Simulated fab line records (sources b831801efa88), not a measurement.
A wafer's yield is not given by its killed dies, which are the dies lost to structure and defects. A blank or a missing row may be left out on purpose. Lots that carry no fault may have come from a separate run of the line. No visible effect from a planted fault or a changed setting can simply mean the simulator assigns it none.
Which of the tools did it? :: flow gf180mcu :: Sampling: 11 lots, 33 wafers, 4 of 602 route steps

== WHAT EACH GAUGE READ, for each wafer ==
GF_DUAL_GATE_THK_MEAS_03. Usual: DUAL_GATE_OXIDATION_00_THK 10.90 nm, standard deviation 0.22.
lot: L680
measured: day 7 13:56
on: filmMetro-04
DUAL_GATE_OXIDATION_00_THK (nm): 10.67 10.82 10.78
flag: 

lot: L681
measured: day 7 22:32
on: filmMetro-03
DUAL_GATE_OXIDATION_00_THK (nm): 11.02 10.89 11.10
flag: 

lot: L683
measured: day 8 09:04
on: filmMetro-01
DUAL_GATE_OXIDATION_00_THK (nm): 10.85 10.88 10.68
flag: 

lot: L685
measured: day 8 22:55
on: filmMetro-01
DUAL_GATE_OXIDATION_00_THK (nm): 11.00 11.10 11.29
flag: 

lot: L687
measured: day 9 18:13
on: filmMetro-01
DUAL_GATE_OXIDATION_00_THK (nm): 10.88 10.93 11.13
flag: 

lot: L688
measured: day 9 22:34
on: filmMetro-04
DUAL_GATE_OXIDATION_00_THK (nm): 11.14 11.02 11.14
flag: 

lot: L691
measured: day 10 19:27
on: filmMetro-01
DUAL_GATE_OXIDATION_00_THK (nm): 10.33 10.51 10.43
flag: 

lot: L693
measured: day 11 06:19
on: filmMetro-04
DUAL_GATE_OXIDATION_00_THK (nm): 10.10 10.08 10.03
flag: OFF

lot: L694
measured: day 11 12:21
on: filmMetro-01
DUAL_GATE_OXIDATION_00_THK (nm): 9.99 10.00 9.89
flag: OFF

lot: L702
measured: day 13 17:43
on: filmMetro-01
DUAL_GATE_OXIDATION_00_THK (nm): 10.96 11.07 10.99
flag: 

lot: L703
measured: day 14 06:08
on: filmMetro-01
DUAL_GATE_OXIDATION_00_THK (nm): 11.01 11.00 11.02
flag: 

== TOOL THAT RAN EACH LOT (tool first, then ch and the chambers of the sampled wafers, then the start) ==
lot: L680
GF_VT_IMPLANT_STRIP_09: plasmaAsher-03 ch 0,1, day 5 13:14
GF_VT_IMPLANT_STRIP_42: plasmaAsher-03 ch 0,1, day 7 10:19
GF_DUAL_GATE_OXIDATION_02: furnace-02 ch 0, day 7 12:29

lot: L681
GF_VT_IMPLANT_STRIP_09: plasmaAsher-03 ch 0,1, day 5 21:20
GF_VT_IMPLANT_STRIP_42: plasmaAsher-02 ch 0,1, day 7 20:07
GF_DUAL_GATE_OXIDATION_02: furnace-01 ch 0, day 7 21:04

lot: L683
GF_VT_IMPLANT_STRIP_09: plasmaAsher-02 ch 0,1, day 6 08:59
GF_VT_IMPLANT_STRIP_42: plasmaAsher-04 ch 0,1, day 8 06:39
GF_DUAL_GATE_OXIDATION_02: furnace-02 ch 0, day 8 07:38

lot: L685
GF_VT_IMPLANT_STRIP_09: plasmaAsher-03 ch 0,1, day 6 19:59
GF_VT_IMPLANT_STRIP_42: plasmaAsher-03 ch 0,1, day 8 20:29
GF_DUAL_GATE_OXIDATION_02: furnace-01 ch 0, day 8 21:28

lot: L687
GF_VT_IMPLANT_STRIP_09: plasmaAsher-03 ch 0,1, day 7 13:43
GF_VT_IMPLANT_STRIP_42: plasmaAsher-03 ch 0,1, day 9 15:34
GF_DUAL_GATE_OXIDATION_02: furnace-01 ch 0, day 9 16:44

lot: L688
GF_VT_IMPLANT_STRIP_09: plasmaAsher-04 ch 0,1, day 7 17:05
GF_VT_IMPLANT_STRIP_42: plasmaAsher-03 ch 0,1, day 9 20:08
GF_DUAL_GATE_OXIDATION_02: furnace-01 ch 0, day 9 21:07

lot: L691
GF_VT_IMPLANT_STRIP_09: plasmaAsher-02 ch 0,1, day 8 13:08
GF_VT_IMPLANT_STRIP_42: plasmaAsher-02 ch 0, day 10 16:48
GF_DUAL_GATE_OXIDATION_02: furnace-02 ch 0, day 10 18:00

lot: L693
GF_VT_IMPLANT_STRIP_09: plasmaAsher-04 ch 0,1, day 8 23:29
GF_VT_IMPLANT_STRIP_42: plasmaAsher-02 ch 0,1, day 11 03:48
GF_DUAL_GATE_OXIDATION_02: furnace-02 ch 0, day 11 04:52

lot: L694
GF_VT_IMPLANT_STRIP_09: plasmaAsher-03 ch 0,1, day 9 03:07
GF_VT_IMPLANT_STRIP_42: plasmaAsher-03 ch 0,1, day 11 09:22
GF_DUAL_GATE_OXIDATION_02: furnace-02 ch 0, day 11 10:53

lot: L702
GF_VT_IMPLANT_STRIP_09: plasmaAsher-04 ch 0,1, day 11 04:27
GF_VT_IMPLANT_STRIP_42: plasmaAsher-02 ch 0,1, day 13 14:02
GF_DUAL_GATE_OXIDATION_02: furnace-01 ch 0, day 13 16:16

lot: L703
GF_VT_IMPLANT_STRIP_09: plasmaAsher-03 ch 0,1, day 11 16:44
GF_VT_IMPLANT_STRIP_42: plasmaAsher-03 ch 0,1, day 14 03:25
GF_DUAL_GATE_OXIDATION_02: furnace-01 ch 0, day 14 04:40
- GF_VT_IMPLANT_STRIP_09: strips in O2/N2.
- GF_VT_IMPLANT_STRIP_42: strips in O2/N2.
- GF_DUAL_GATE_OXIDATION_02: stabilise 600 s, purge 300 s, target thk 10.887 nm.

== WHAT THE TOOLS THEMSELVES READ (means of the sampled wafers that have a number; where no wafer has one, the mark that the record gives instead) ==
GF_VT_IMPLANT_STRIP_09. Usual: drypumpMotorCurrentA 5.6 A, standard deviation 0.5; heaterPowerW 332 W, standard deviation 39; n2FlowSccm 300.0 sccm, standard deviation 0.85; oesProductAu 0.716 a.u., standard deviation 0.0043; stripTimeToEndpointS 12.63 s, standard deviation 0.035.
lot: L680
tool: plasmaAsher-03
drypumpMotorCurrentA (A): 6.1
heaterPowerW (W): 346
n2FlowSccm (sccm): 300.5
oesProductAu (a.u.): 0.713
stripTimeToEndpointS (s): 12.62
flag: 

lot: L681
tool: plasmaAsher-03
drypumpMotorCurrentA (A): 6.1
heaterPowerW (W): 324
n2FlowSccm (sccm): 300.4
oesProductAu (a.u.): 0.719
stripTimeToEndpointS (s): 12.65
flag: 

lot: L683
tool: plasmaAsher-02
drypumpMotorCurrentA (A): 5.4
heaterPowerW (W): 282
n2FlowSccm (sccm): 299.2
oesProductAu (a.u.): 0.713
stripTimeToEndpointS (s): 12.60
flag: 

lot: L685
tool: plasmaAsher-03
drypumpMotorCurrentA (A): 6.1
heaterPowerW (W): 323
n2FlowSccm (sccm): 299.7
oesProductAu (a.u.): 0.714
stripTimeToEndpointS (s): 12.63
flag: 

lot: L687
tool: plasmaAsher-03
drypumpMotorCurrentA (A): 6.1
heaterPowerW (W): 321
n2FlowSccm (sccm): 299.9
oesProductAu (a.u.): 0.717
stripTimeToEndpointS (s): 12.61
flag: 

lot: L688
tool: plasmaAsher-04
drypumpMotorCurrentA (A): 5.1
heaterPowerW (W): 368
n2FlowSccm (sccm): 300.2
oesProductAu (a.u.): 0.714
stripTimeToEndpointS (s): 12.56
flag: 

lot: L691
tool: plasmaAsher-02
drypumpMotorCurrentA (A): 5.4
heaterPowerW (W): 282
n2FlowSccm (sccm): 300.8
oesProductAu (a.u.): 0.713
stripTimeToEndpointS (s): 12.62
flag: 

lot: L693
tool: plasmaAsher-04
drypumpMotorCurrentA (A): 5.1
heaterPowerW (W): 364
n2FlowSccm (sccm): 300.5
oesProductAu (a.u.): 0.719
stripTimeToEndpointS (s): 12.60
flag: 

lot: L694
tool: plasmaAsher-03
drypumpMotorCurrentA (A): 6.1
heaterPowerW (W): 347
n2FlowSccm (sccm): 300.3
oesProductAu (a.u.): 0.719
stripTimeToEndpointS (s): 12.64
flag: 

lot: L702
tool: plasmaAsher-04
drypumpMotorCurrentA (A): 5.0
heaterPowerW (W): 366
n2FlowSccm (sccm): 299.6
oesProductAu (a.u.): 0.717
stripTimeToEndpointS (s): 12.60
flag: 

lot: L703
tool: plasmaAsher-03
drypumpMotorCurrentA (A): 6.1
heaterPowerW (W): 322
n2FlowSccm (sccm): 300.8
oesProductAu (a.u.): 0.713
stripTimeToEndpointS (s): 12.61
flag: 

GF_VT_IMPLANT_STRIP_42. Usual: drypumpMotorCurrentA 5.6 A, standard deviation 0.5; heaterPowerW 319 W, standard deviation 42; n2FlowSccm 300.0 sccm, standard deviation 0.92; oesProductAu 0.716 a.u., standard deviation 0.0047; stripTimeToEndpointS 12.62 s, standard deviation 0.034.
lot: L680
tool: plasmaAsher-03
drypumpMotorCurrentA (A): 6.1
heaterPowerW (W): 342
n2FlowSccm (sccm): 299.6
oesProductAu (a.u.): 0.715
stripTimeToEndpointS (s): 12.62
flag: 

lot: L681
tool: plasmaAsher-02
drypumpMotorCurrentA (A): 5.4
heaterPowerW (W): 277
n2FlowSccm (sccm): 300.2
oesProductAu (a.u.): 0.712
stripTimeToEndpointS (s): 12.61
flag: 

lot: L683
tool: plasmaAsher-04
drypumpMotorCurrentA (A): 5.1
heaterPowerW (W): 372
n2FlowSccm (sccm): 299.6
oesProductAu (a.u.): 0.715
stripTimeToEndpointS (s): 12.62
flag: 

lot: L685
tool: plasmaAsher-03
drypumpMotorCurrentA (A): 6.1
heaterPowerW (W): 322
n2FlowSccm (sccm): 300.7
oesProductAu (a.u.): 0.715
stripTimeToEndpointS (s): 12.69
flag: 

lot: L687
tool: plasmaAsher-03
drypumpMotorCurrentA (A): 6.1
heaterPowerW (W): 323
n2FlowSccm (sccm): 299.4
oesProductAu (a.u.): 0.713
stripTimeToEndpointS (s): 12.62
flag: 

lot: L688
tool: plasmaAsher-03
drypumpMotorCurrentA (A): 6.1
heaterPowerW (W): 342
n2FlowSccm (sccm): 299.9
oesProductAu (a.u.): 0.719
stripTimeToEndpointS (s): 12.65
flag: 

lot: L691
tool: plasmaAsher-02
drypumpMotorCurrentA (A): 4.8
heaterPowerW (W): 312
n2FlowSccm (sccm): 300.2
oesProductAu (a.u.): 0.716
stripTimeToEndpointS (s): 12.61
flag: 

lot: L693
tool: plasmaAsher-02
drypumpMotorCurrentA (A): 5.4
heaterPowerW (W): 274
n2FlowSccm (sccm): 300.1
oesProductAu (a.u.): 0.711
stripTimeToEndpointS (s): 12.56
flag: 

lot: L694
tool: plasmaAsher-03
drypumpMotorCurrentA (A): 6.1
heaterPowerW (W): 322
n2FlowSccm (sccm): 299.9
oesProductAu (a.u.): 0.717
stripTimeToEndpointS (s): 12.64
flag: 

lot: L702
tool: plasmaAsher-02
drypumpMotorCurrentA (A): 5.4
heaterPowerW (W): 277
n2FlowSccm (sccm): 299.7
oesProductAu (a.u.): 0.714
stripTimeToEndpointS (s): 12.60
flag: 

lot: L703
tool: plasmaAsher-03
drypumpMotorCurrentA (A): 6.1
heaterPowerW (W): 344
n2FlowSccm (sccm): 300.5
oesProductAu (a.u.): 0.714
stripTimeToEndpointS (s): 12.63
flag: 

GF_DUAL_GATE_OXIDATION_02. Usual: spikeTcCentreC 901.4 C, standard deviation 1; spikeTcLowerC 900.5 C, standard deviation 0.89; spikeTcUpperC 900.6 C, standard deviation 1.3; tubeCenterTempC 900.00 C, standard deviation 0.094; tube_center_temp_C_max 902.3, standard deviation 0.39; zonePowerCentrePct 18.8 %, standard deviation 1.9.
lot: L680
tool: furnace-02
spikeTcCentreC (C): 901.8
spikeTcLowerC (C): 899.8
spikeTcUpperC (C): 899.7
tubeCenterTempC (C): 899.87
tube_center_temp_C_max: 902.2
zonePowerCentrePct (%): 16.6
flag: 

lot: L681
tool: furnace-01
spikeTcCentreC (C): 901.2
spikeTcLowerC (C): 899.9
spikeTcUpperC (C): 902.0
tubeCenterTempC (C): 900.06
tube_center_temp_C_max: 902.2
zonePowerCentrePct (%): 20.5
flag: 

lot: L683
tool: furnace-02
spikeTcCentreC (C): 900.9
spikeTcLowerC (C): 900.1
spikeTcUpperC (C): 900.4
tubeCenterTempC (C): 899.97
tube_center_temp_C_max: 902.3
zonePowerCentrePct (%): 16.6
flag: 

lot: L685
tool: furnace-01
spikeTcCentreC (C): 901.6
spikeTcLowerC (C): 900.4
spikeTcUpperC (C): 901.3
tubeCenterTempC (C): 899.99
tube_center_temp_C_max: 902.4
zonePowerCentrePct (%): 20.5
flag: 

lot: L687
tool: furnace-01
spikeTcCentreC (C): 902.2
spikeTcLowerC (C): 900.6
spikeTcUpperC (C): 900.4
tubeCenterTempC (C): 899.97
tube_center_temp_C_max: 902.7
zonePowerCentrePct (%): 20.5
flag: 

lot: L688
tool: furnace-01
spikeTcCentreC (C): 901.7
spikeTcLowerC (C): 900.2
spikeTcUpperC (C): 901.6
tubeCenterTempC (C): 900.04
tube_center_temp_C_max: 902.6
zonePowerCentrePct (%): 20.5
flag: 

lot: L691
tool: furnace-02
spikeTcCentreC (C): 901.0
spikeTcLowerC (C): 900.1
spikeTcUpperC (C): 899.6
tubeCenterTempC (C): 899.92
tube_center_temp_C_max: 902.3
zonePowerCentrePct (%): 16.6
flag: 

lot: L693
tool: furnace-02
spikeTcCentreC (C): 896.0
spikeTcLowerC (C): 895.2
spikeTcUpperC (C): 894.2
tubeCenterTempC (C): 894.22
tube_center_temp_C_max: 896.5
zonePowerCentrePct (%): 16.3
flag: OFF

lot: L694
tool: furnace-02
spikeTcCentreC (C): 895.6
spikeTcLowerC (C): 896.0
spikeTcUpperC (C): 894.8
tubeCenterTempC (C): 894.13
tube_center_temp_C_max: 896.4
zonePowerCentrePct (%): 16.3
flag: OFF

lot: L702
tool: furnace-01
spikeTcCentreC (C): 900.0
spikeTcLowerC (C): 900.1
spikeTcUpperC (C): 900.8
tubeCenterTempC (C): 900.04
tube_center_temp_C_max: 902.7
zonePowerCentrePct (%): 20.5
flag: 

lot: L703
tool: furnace-01
spikeTcCentreC (C): 901.1
spikeTcLowerC (C): 901.6
spikeTcUpperC (C): 901.7
tubeCenterTempC (C): 900.02
tube_center_temp_C_max: 902.5
zonePowerCentrePct (%): 20.5
flag: 

== THE ANSWER, worked out from the rows above alone ==
Rule: lot off if the mean of its wafers having a number is beyond 3 standard deviations from the usual mean. Also off: a lot with no number at a reading for which 4 or more lots have one. Any other lot the step has rows for is counted as sound. Order of review: gauges by route order, followed by the tools' own readings, for which a lot's mean as printed above is used. The first step at which some lot is off is used, and at that step the reading that is off furthest; a lot without a number counts as furthest.
Off: at GF_DUAL_GATE_THK_MEAS_03 (DUAL_GATE_OXIDATION_00_THK), L693, L694.
If a tool, at a process step before that reading, ran all the lots that are off and no sound lot after the first of them, it fits. Not tried: the gauges at GF_DUAL_GATE_THK_MEAS_03; whatever is off there is also off at GF_DUAL_GATE_OXIDATION_02, on other tools, and gauge error can't account for it. One candidate fits, namely furnace-02 at GF_DUAL_GATE_OXIDATION_02. Its last sound lot is L691 (day 10 18:00), its first lot that is off L693 (day 11 04:52): a fault that began between those two fits.
The tool's own readings at GF_DUAL_GATE_OXIDATION_02 bear it out: on the lots that are off they differ by more than 5 times the standard deviation of the sound lots' means. spikeTcCentreC reads 895.8 C there against 901.3 C on the sound lots; spikeTcLowerC reads 895.6 C there against 900.3 C on the sound lots; spikeTcUpperC reads 894.5 C there against 900.8 C on the sound lots; tubeCenterTempC reads 894.17 C there against 899.99 C on the sound lots; tube_center_temp_C_max reads 896.5 there against 902.4 on the sound lots.

== WHAT THE SIMULATOR HAD PUT IN ==
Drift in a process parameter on furnace-02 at GF_DUAL_GATE_OXIDATION_02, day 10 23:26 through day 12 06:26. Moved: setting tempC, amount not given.
Shown lots that were struck: L693, L694. This agrees with what the rule above found.
